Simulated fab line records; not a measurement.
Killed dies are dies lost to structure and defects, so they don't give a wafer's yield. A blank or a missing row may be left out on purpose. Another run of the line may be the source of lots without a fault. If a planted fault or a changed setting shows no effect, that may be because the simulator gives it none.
fab line records    flow sky130
record lots=12  wafers=36  last-day=50
route steps=708 shown METAL2@487 VIA4@650 PASSIVATION@684 PAD_OPEN@708
lots that met no fault: taken from a fault-free run of the same line
start-h: start of the lot's first displayed wafer, in hours after the record's first day    wait-h: hours from the lot's prior step to this one    " unchanged from the row above    L1.1+2: a row that stands for several wafers    - no value, or no start was given    * or withheld: withheld    < > ~ a bound
route shown NAME@n: a module of which the file shows steps, and the number in the route of the first    usual: average and standard deviation across the fault-free wafers    same: alike in all rows    chamber/n: place in a boat    sites: each site's reading    _std_site: the values' standard deviation    _edge_site: the outer-site mean with the inner-site mean subtracted    radius-mm: for every site, how far away it sits from the centre of the wafer    mask NAME#n: copy n    behind: the last tool/chamber to shape the wafer    hold: reason for holding the lot/hours on hold/outcome of the hold    device: the n, p or np transistor that did not switch    end of line: the same wafers' tests at the end of the route    a step given without rows: its recipe and nothing more    killed: the dies lost at the first sort to structure and to defects; this is not the yield of the wafer    map: a wafer's dies, marking killed ones x, the rest . and places with no die _
set.NAME: the setting the step ran with; set.NAME@STEP: the setting that earlier step ran with    model.NAME: the simulator's own value behind a step, which no gauge read
a sample of lots followed through the steps of the route, with each step as a table and each wafer as a row
services: the hour from which a tool's chamber was out of use, counted from the record's first day as start-h (under 0 if before that day), plus the number of hours and why
## steps
# step SKY_METAL2_SPUTTER_04
# recipe material=TiN  target-thk-nm=70  power-w=6500  time-s=58.3  chamber-pressure-pa=0.4
# usual throttle-valve-pct=30.0/1.2
lot.wafer  tool            chamber  start-h  wait-h  throttle-valve-pct
L405.2     pvd-sputter-04  -        837.93   0.0     28.9
L405.3     "               -        "        "       30.3
L405.4     "               -        "        "       28.4
L404.1     pvd-sputter-02  -        838.24   0.0     31.5
L404.2     "               -        "        "       29.8
L404.3     "               -        "        "       31.6
L403.1     pvd-sputter-04  -        838.28   0.0     30.3
L403.3     "               -        "        "       32.2
L403.5     "               -        "        "       29.0
L407.2     pvd-sputter-04  -        838.64   0.0     28.9
L407.3     "               -        "        "       28.8
L407.5     "               -        "        "       28.6
L408.2     pvd-sputter-02  -        838.93   0.0     31.7
L408.3     "               -        "        "       29.4
L408.5     "               -        "        "       31.3
L406.2     pvd-sputter-04  -        839.08   0.0     32.2
L406.4     "               -        "        "       29.0
L406.6     "               -        "        "       30.3
L409.2     pvd-sputter-02  -        839.24   0.0     31.3
L409.4     "               -        "        "       29.3
L409.5     "               -        "        "       31.2
L411.1     pvd-sputter-02  -        864.26   0.0     29.5
L411.4     "               -        "        "       29.8
L411.6     "               -        "        "       29.5
L415.1     pvd-sputter-04  -        895.18   0.0     31.8
L415.4     "               -        "        "       29.2
L415.5     "               -        "        "       28.6
L417.1     pvd-sputter-04  -        917.15   0.0     31.8
L417.3     "               -        "        "       29.0
L417.5     "               -        "        "       28.6
L421.1     pvd-sputter-01  -        918.19   0.0     28.5
L421.3     "               -        "        "       29.3
L421.4     "               -        "        "       29.2
L423.2     pvd-sputter-01  -        951.15   0.0     28.7
L423.4     "               -        "        "       29.1
L423.5     "               -        "        "       29.6
# step SKY_VIA4_OVL_MEAS_11
# usual VIA4_OVL=0.0/1.2
lot.wafer  tool        chamber  start-h  wait-h  VIA4_OVL[nm]
L405.2     overlay-01  -        1042.02  0.1     0.0
L405.3     "           -        "        "       -0.1
L405.4     "           -        "        "       1.0
L404.1     overlay-02  -        1044.06  0.1     0.8
L404.2     "           -        "        "       -1.6
L404.3     "           -        "        "       -0.2
L403.1     overlay-02  -        1044.37  0.1     -1.5
L403.3     "           -        "        "       -1.4
L403.5     "           -        "        "       -3.0
L407.2     overlay-02  -        1045.03  0.1     -1.9
L407.3     "           -        "        "       -0.9
L407.5     "           -        "        "       -1.7
L408.2     overlay-01  -        1045.33  0.1     0.9
L408.3     "           -        "        "       -0.4
L408.5     "           -        "        "       0.6
L406.2     overlay-01  -        1045.63  0.1     1.7
L406.4     "           -        "        "       0.7
L406.6     "           -        "        "       -1.2
L409.2     overlay-02  -        1045.93  0.1     -1.2
L409.4     "           -        "        "       -1.8
L409.5     "           -        "        "       -3.1
L411.1     overlay-01  -        1064.42  0.1     1.5
L411.4     "           -        "        "       0.8
L411.6     "           -        "        "       -0.8
L415.1     overlay-01  -        1092.02  0.1     0.3
L415.4     "           -        "        "       0.1
L415.5     "           -        "        "       -0.4
L417.1     overlay-02  -        1111.18  0.1     -1.8
L417.3     "           -        "        "       -0.8
L417.5     "           -        "        "       -1.7
L421.1     overlay-01  -        1111.22  0.1     0.3
L421.3     "           -        "        "       1.7
L421.4     "           -        "        "       0.6
L423.2     overlay-02  -        1139.52  0.1     -0.5
L423.4     "           -        "        "       -0.7
L423.5     "           -        "        "       1.6
# step SKY_VIA4_STRIP_13
# recipe chemistry=O2/N2  power-w=1400  pressure-mtorr=1500  platen-temp-c=withheld  o2-flow-sccm=3000  n2-flow-sccm=300  overash-fraction=0.5
# usual drypump-motor-current-A=5.72/0.27  oes-product-au=0.710/0.0044  strip-time-to-endpoint-s=12.80/0.032
lot.wafer  tool             chamber  start-h  wait-h  drypump-motor-current-A  oes-product-au  rf-hours-counter-h  strip-time-to-endpoint-s
L405.2     plasma-asher-03  0        1042.12  -       5.97                     0.713           89                  12.80
L405.3     "                1        "        "       5.26                     0.703           -                   12.80
L405.4     "                0        "        "       5.97                     0.719           -                   12.78
L404.1     plasma-asher-03  0        1044.17  -       5.98                     0.713           89                  12.81
L404.2     "                1        "        "       5.28                     0.714           89                  12.80
L404.3     "                0        "        "       6.01                     0.713           -                   12.80
L403.1     plasma-asher-03  0        1044.48  -       6.01                     0.704           89                  12.85
L403.3     "                0        "        "       6.00                     0.709           -                   12.79
L403.5     "                0        "        "       6.02                     0.711           -                   12.81
L407.2     plasma-asher-04  0        1045.13  -       5.59                     0.711           29                  12.77
L407.3     "                0        "        "       5.58                     0.716           -                   12.90
L407.5     "                1        "        "       6.00                     0.712           -                   12.82
L408.2     plasma-asher-03  1        1045.43  -       5.29                     0.700           90                  12.78
L408.3     "                1        "        "       5.28                     0.717           -                   12.77
L408.5     "                0        "        "       6.02                     0.706           -                   12.79
L406.2     plasma-asher-01  1        1045.73  -       5.75                     0.713           62                  12.80
L406.4     "                1        "        "       5.68                     0.718           -                   12.79
L406.6     "                0        "        "       5.84                     0.701           -                   12.79
L409.2     plasma-asher-01  0        1046.03  -       5.80                     0.709           62                  12.86
L409.4     "                1        "        "       5.70                     0.713           -                   12.85
L409.5     "                0        "        "       5.85                     0.715           -                   12.79
L411.1     plasma-asher-01  1        1064.53  -       5.71                     0.707           64                  12.73
L411.4     "                1        "        "       5.70                     0.709           -                   12.77
L411.6     "                1        "        "       5.68                     0.711           -                   12.74
L415.1     plasma-asher-01  0        1092.13  -       5.83                     0.710           67                  12.81
L415.4     "                1        "        "       5.66                     0.711           -                   12.80
L415.5     "                1        "        "       5.69                     0.706           -                   12.79
L417.1     plasma-asher-01  1        1111.28  -       5.69                     0.711           68                  12.81
L417.3     "                1        "        "       5.65                     0.710           -                   12.79
L417.5     "                0        "        "       5.85                     0.709           -                   12.80
L421.1     plasma-asher-04  0        1111.33  -       5.57                     0.713           35                  12.76
L421.3     "                0        "        "       5.59                     0.709           -                   12.87
L421.4     "                1        "        "       5.99                     0.718           -                   12.83
L423.2     plasma-asher-01  1        1139.62  -       5.70                     0.709           72                  12.83
L423.4     "                1        "        "       5.71                     0.708           -                   12.78
L423.5     "                1        "        "       5.71                     0.713           -                   12.81
# step SKY_PASSIVATION_THK_MEAS_03
# recipe reads=Si3N4_of_PASSIVATION_CVD_02
# usual PASSIVATION_CVD_02_THK=542/6.8
lot.wafer  tool           chamber  start-h  wait-h  PASSIVATION_CVD_02_THK[nm]
L405.2     film-metro-03  -        1066.17  -       538
L405.3     "              -        "        "       536
L405.4     "              -        "        "       544
L404.1     film-metro-01  -        1068.97  -       535
L404.2     "              -        "        "       530
L404.3     "              -        "        "       545
L403.1     film-metro-03  -        1069.13  -       537
L403.3     "              -        "        "       551
L403.5     "              -        "        "       548
L407.2     film-metro-04  -        1069.21  -       535
L407.3     "              -        "        "       546
L407.5     "              -        "        "       543
L408.2     film-metro-04  -        1069.56  -       532
L408.3     "              -        "        "       535
L408.5     "              -        "        "       548
L406.2     film-metro-01  -        1069.68  -       548
L406.4     "              -        "        "       550
L406.6     "              -        "        "       553
L409.2     film-metro-01  -        1070.51  -       538
L409.4     "              -        "        "       540
L409.5     "              -        "        "       554
L411.1     film-metro-03  -        1089.46  -       536
L411.4     "              -        "        "       548
L411.6     "              -        "        "       543
L415.1     film-metro-01  -        1116.10  -       530
L415.4     "              -        "        "       535
L415.5     "              -        "        "       542
L417.1     film-metro-01  -        1133.69  -       547
L417.3     "              -        "        "       549
L417.5     "              -        "        "       554
L421.1     film-metro-01  -        1134.00  -       532
L421.3     "              -        "        "       533
L421.4     "              -        "        "       538
L423.2     film-metro-01  -        1160.69  -       542
L423.4     "              -        "        "       547
L423.5     "              -        "        "       546
# step SKY_PAD_OPEN_PROBE_99
# usual defect-limited-yield=83.0/1.8  killed_at_M0_to_M3=42/6.6  killed_at_M4_up=3.0/1.7  killed-at-contacts=24/5.3  killed-at-front-end=15/4.5  killed-at-other=0.2/0.49  killed-dies=83/9  killed-open=45/6.9  killed-short=38/5.8  sort_bin_3_pad_short=0.8/0.4  sort_bin_5_function=10.0/1.5  sort_bin_6_memory=6.1/1.1  sort-n-pass=409/9  sort-yield-pct=83.0/1.8
# same gross-dies=492  killed-at-back-side=0  sort_bin_4_leakage[%]=0  sort_bin_8_speed[%]=0
lot.wafer  tool       chamber  start-h  wait-h  defect-limited-yield[%]  killed_at_M0_to_M3  killed_at_M4_up  killed-at-contacts  killed-at-front-end  killed-at-other  killed-dies  killed-open  killed-short  sort_bin_3_pad_short[%]  sort_bin_5_function[%]  sort_bin_6_memory[%]  sort-n-pass  sort-yield-pct[%]
L415.1     prober-01  -        1156.88  0.1     72.2                     84                  5                26                  22                   0                137          49           47            1.2                      17.1                    9.6                   355          72.2
L415.4     prober-01  -        1157.03  0.2     75.2                     88                  5                21                  8                    0                122          33           35            1.6                      17.7                    5.5                   370          75.2
L415.5     prober-01  -        1157.08  0.2     76.6                     65                  4                25                  21                   0                115          54           37            1.2                      15.7                    6.5                   377          76.6
L417.1     prober-02  -        1171.08  0.1     76.2                     82                  2                23                  10                   0                117          46           34            1.8                      14.6                    7.3                   375          76.2
L417.3     prober-02  -        1171.18  0.2     76.8                     76                  5                17                  16                   0                114          30           39            2.0                      14.0                    7.1                   378          76.8
L417.5     prober-02  -        1171.28  0.2     78.7                     63                  4                28                  10                   0                105          36           44            2.0                      12.4                    6.9                   387          78.7
# killed by level:class
L415.1 METAL2:unspecified=40 VIA1:geometric-particle:open=13 CONTACT:geometric-particle:open=10 POLY_GATE:geometric-particle:open=7 VIA1:geometric-particle:short=7 POLY_GATE:geometric-particle:short=6 VIA3:geometric-particle:open=6 FIELD_ISO:geometric-particle:short=5
L415.4 METAL2:unspecified=54 CONTACT:geometric-particle:open=8 VIA1:geometric-particle:open=7 LI_CONTACT:geometric-particle:open=5 CONTACT:geometric-particle:short=5 VIA1:geometric-particle:short=5 VIA3:geometric-particle:open=5 METAL4:geometric-particle:short=5
L415.5 METAL2:unspecified=24 VIA1:geometric-particle:open=15 CONTACT:geometric-particle:open=11 METAL2:geometric-particle:short=8 LI_CONTACT:geometric-particle:open=8 FIELD_ISO:geometric-particle:short=7 POLY_GATE:geometric-particle:open=6 POLY_GATE:geometric-particle:short=5
L417.1 METAL2:unspecified=37 CONTACT:geometric-particle:open=13 VIA1:geometric-particle:open=11 METAL2:geometric-particle:short=6 VIA2:geometric-particle:open=5 METAL1:geometric-particle:short=5 LOCAL_INTERCONNECT:geometric-particle:short=4 VIA3:geometric-particle:open=4
L417.3 METAL2:unspecified=45 METAL2:geometric-particle:short=9 POLY_GATE:geometric-particle:short=5 LOCAL_INTERCONNECT:geometric-particle:short=5 CONTACT:geometric-particle:open=5 POLY_GATE:geometric-particle:open=4 VIA2:geometric-particle:open=4 VIA3:geometric-particle:open=4
L417.5 METAL2:unspecified=25 LI_CONTACT:geometric-particle:open=8 LI_CONTACT:geometric-particle:short=7 VIA1:geometric-particle:open=7 VIA2:geometric-particle:open=6 METAL3:geometric-particle:short=6 METAL1:geometric-particle:short=5 CONTACT:geometric-particle:open=5
## services
tool             chamber  start-h  hours  kind
pvd-sputter-01   -        824.39   1.0    repair
pvd-sputter-04   -        845.72   6.7    repair
plasma-asher-04  -        849.67   3.8    repair
pvd-sputter-04   1        860.61   -      consumable-replace:kit
pvd-sputter-04   1        860.61   18.0   scheduled-down
pvd-sputter-04   1        860.61   18.0   vent-cycle
plasma-asher-01  -        875.50   1.4    repair
plasma-asher-04  -        899.54   2.0    repair
pvd-sputter-02   -        908.35   4.1    repair
plasma-asher-03  -        949.01   3.4    repair
plasma-asher-04  -        995.02   4.6    repair
plasma-asher-04  -        997.23   2.9    repair
pvd-sputter-04   -        1004.57  4.8    repair
plasma-asher-04  -        1012.32  2.8    pm
pvd-sputter-04   0        1025.99  -      consumable-replace:kit
pvd-sputter-04   0        1025.99  18.0   scheduled-down
pvd-sputter-04   0        1025.99  18.0   vent-cycle
pvd-sputter-04   3        1095.77  -      consumable-replace:kit
pvd-sputter-04   3        1095.77  18.0   scheduled-down
pvd-sputter-04   3        1095.77  18.0   vent-cycle
pvd-sputter-04   -        1105.00  0.9    repair
pvd-sputter-04   -        1113.78  1.0    repair
plasma-asher-04  -        1127.74  14.6   pm
plasma-asher-01  -        1130.34  2.1    repair
## key
first-sign step=SKY_PAD_OPEN_PROBE_99  reading=killed_at_M0_to_M3  direction=up  sigmas=5.2  usual=42  struck=76
effect step=SKY_PAD_OPEN_PROBE_99  reading=defect-limited-yield  direction=down  sigmas=3.9  usual=83.0  struck=75.9
met-at SKY_METAL2_SPUTTER_04
struck-lots L415,L417
not-acting-at SKY_VIA4_OVL_MEAS_11,SKY_VIA4_STRIP_13,SKY_PASSIVATION_THK_MEAS_03
onset-between 839.08 895.18
fault kind=chamber-particle-source  tool=pvd-sputter-04  chamber=-  onset-h=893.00  steps=SKY_METAL2_SPUTTER_04  rate-per-visit-cm2=0.4418  end-h=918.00
